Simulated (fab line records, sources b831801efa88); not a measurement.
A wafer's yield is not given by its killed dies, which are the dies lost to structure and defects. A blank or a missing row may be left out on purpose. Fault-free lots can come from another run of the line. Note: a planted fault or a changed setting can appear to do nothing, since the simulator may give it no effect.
Which tool is to blame? | flow sky130 | Sampling: 6 lots, 18 wafers, 4 of 708 route steps

WHAT THE GAUGES SHOWED, per wafer
SKY_VIA3_THK_MEAS_01.
lot  | measured     | on            | VIA3_HDPCVD_THK (nm)
L709 | day 40 14:28 | film metro-01 | 1638 1642 1651
L712 | day 41 05:52 | film metro-01 | 1138 1620 1642
L714 | day 41 19:28 | film metro-03 | 1646 1635 1116
L723 | day 44 22:47 | film metro-03 | 1640 1646 1638
L728 | day 45 16:34 | film metro-01 | 1624 1647 1638
L731 | day 46 04:47 | film metro-02 | 1614 1634 1624

TOOL THAT RAN EACH LOT (tool first, then ch and the chambers of the sampled wafers, then the start)
lot  | SKY_METAL2_SPUTTER_04        | SKY_VIA2_CMP_24               | SKY_VIA3_HDPCVD_00
L709 | pvd sputter-02, day 36 01:25 | cmp-01 ch 0,1,3, day 38 09:31 | hdpcvd-02 ch 0,2, day 40 14:17
L712 | pvd sputter-02, day 36 18:07 | cmp-01 ch 1,2, day 39 01:05   | hdpcvd-02 ch 0,1,2, day 41 05:42
L714 | pvd sputter-03, day 37 09:12 | cmp-01 ch 0,1,2, day 39 16:02 | hdpcvd-02 ch 1,2, day 41 19:17
L723 | pvd sputter-03, day 40 17:53 | cmp-01 ch 0,1, day 42 21:32   | hdpcvd-01 ch 1,2, day 44 22:37
L728 | pvd sputter-03, day 41 13:26 | cmp-02 ch 0,1,2, day 43 16:14 | hdpcvd-02 ch 0,1,2, day 45 16:23
L731 | pvd sputter-04, day 42 03:11 | cmp-01 ch 0,2, day 44 04:41   | hdpcvd-02 ch 0,1, day 46 04:36
- SKY_METAL2_SPUTTER_04: material TiN, target thk 70 nm, time 58.3 s.
- SKY_VIA2_CMP_24: polishes, stops on SiO2, t overpolish 20 s, target thk 0 nm.
- SKY_VIA3_HDPCVD_00: deposits SiO2, target thk 1635 nm, time 272.5 s.

THE ANSWER, worked out from the rows above alone
Rule: what is usual is taken from the lots themselves. The widest of any qualifying gaps counts: lots, ordered by their means at a reading, are off when they make up no more than a third of the lots, leave a main group of 4 or more, and stand apart from it by 3 or more times the standard deviation of that group's means. The tables above print the reading to a certain number of digits; a main group whose means all agree to those digits is not used. A lot without any number at a reading at which 4 lots or more have one is off too. Any other lot the step has rows for is counted as sound.
Off: L712, L714, seen at SKY_VIA3_THK_MEAS_01 (VIA3_HDPCVD_THK). The main group has a mean of 1636 nm with a standard deviation of 7.6.
A tool fits if, at a process step before that reading, it ran every lot that is off, and no sound lot after the first of them. Those tools and the gauges at SKY_VIA3_THK_MEAS_01 are tried in the same way. Not one of the candidates tried fits.

WHAT THE SIMULATOR PUT IN
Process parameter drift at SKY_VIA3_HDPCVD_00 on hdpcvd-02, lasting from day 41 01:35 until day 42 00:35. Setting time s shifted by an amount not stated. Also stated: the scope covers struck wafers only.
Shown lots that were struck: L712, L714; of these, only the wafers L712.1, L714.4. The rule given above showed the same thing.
